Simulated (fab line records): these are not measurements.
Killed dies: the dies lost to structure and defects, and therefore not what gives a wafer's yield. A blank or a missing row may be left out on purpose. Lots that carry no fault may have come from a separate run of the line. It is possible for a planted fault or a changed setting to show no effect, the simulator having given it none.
Check of tool commonality    flow gf180mcu    Sample size 12 lots and 36 wafers

== WHAT PROMPTED THE OPENING ==
At GF_NWELL_TW_MEAS_11 the reading NWELL_TW is flagged on 2 of 12 lots. Wafers without a fault read 1578, standard deviation 13.
Rule: flag the lot when none of its wafers has a number, or when each of its wafers that has one lies beyond 4 standard deviations from that mean. All remaining lots are regarded as sound.

lot   measured     on             NWELL_TW, wafer by wafer  flag
L446  day 3 07:35  film_metro-03  1585 1579 1585            
L447  day 3 12:50  film_metro-03  1574 1576 1578            
L448  day 3 17:28  film_metro-02  1557 1559 1552            
L449  day 4 00:46  film_metro-02  1558 1557 1563            
L452  day 4 15:58  film_metro-04  1768 1771 1767            FLAGGED
L455  day 5 08:41  film_metro-03  1758 1753 1762            FLAGGED
L458  day 6 01:32  film_metro-04  1598 1603 1597            
L461  day 6 17:24  film_metro-02  1563 1561 1567            
L462  day 6 22:32  film_metro-03  1602 1587 1595            
L465  day 7 14:53  film_metro-02  1553 1555 1555            
L468  day 8 09:34  film_metro-04  1588 1588 1585            
L469  day 8 15:44  film_metro-02  1567 1565 1569            
Average over the flagged lots: 1763; offset from the usual +185, equal to +14 standard deviations.

== WHICH TOOL EACH LOT WENT THROUGH ==
The record holds 1 process step before the reading, out of a route of 602 steps. Cell contents, in order: the tool; ch with the chambers the sampled wafers went through; the start.
lot   flag     GF_NWELL_IMPLANT_08
L446           implanter-03 ch 0, day 3 07:11
L447           implanter-01 ch 0, day 3 12:26
L448           implanter-03 ch 0, day 3 17:04
L449           implanter-01 ch 0, day 4 00:22
L452  FLAGGED  implanter-01 ch 0, day 4 15:34
L455  FLAGGED  implanter-01 ch 0, day 5 08:19
L458           implanter-02 ch 0, day 6 01:08
L461           implanter-02 ch 0, day 6 17:00
L462           implanter-02 ch 0, day 6 22:10
L465           implanter-03 ch 0, day 7 14:30
L468           implanter-01 ch 0, day 8 09:10
L469           implanter-01 ch 0, day 8 15:21
What these steps do:
- GF_NWELL_IMPLANT_08
- GF_NWELL_TW_MEAS_11

== FLAGGED OVER TOTAL, TOOL BY TOOL (the gauges that took the reading come last) ==
step                 tool           lots run  flagged  share of the flagged lots  sound lots run after its first flagged lot
GF_NWELL_IMPLANT_08  implanter-01   6         2        all                        2 (L468,L469)
GF_NWELL_IMPLANT_08  implanter-02   3         0        none                       -
GF_NWELL_IMPLANT_08  implanter-03   3         0        none                       -
GF_NWELL_TW_MEAS_11  film_metro-02  5         0        none                       -
GF_NWELL_TW_MEAS_11  film_metro-03  4         1        some                       1 (L462)
GF_NWELL_TW_MEAS_11  film_metro-04  3         1        some                       2 (L458,L468)

== THE TABLE: WHAT IT ALLOWS ==
Rows of the table that ran each flagged lot: 1, that is implanter-01 at GF_NWELL_IMPLANT_08.
- implanter-01 at GF_NWELL_IMPLANT_08: 2 of its 6 lots flagged. Sound lots ran on it after the first flagged one (L468, L469), which a lasting fault on the whole tool wouldn't allow. Its own readings (dose_ions_cm2, faraday_current_uA) fall more than 4 standard deviations out on all wafers of the flagged lots.
None of the table's rows ran every flagged lot and, after the first, no sound lot.

== WHAT WAS PUT IN BY THE SIMULATOR ==
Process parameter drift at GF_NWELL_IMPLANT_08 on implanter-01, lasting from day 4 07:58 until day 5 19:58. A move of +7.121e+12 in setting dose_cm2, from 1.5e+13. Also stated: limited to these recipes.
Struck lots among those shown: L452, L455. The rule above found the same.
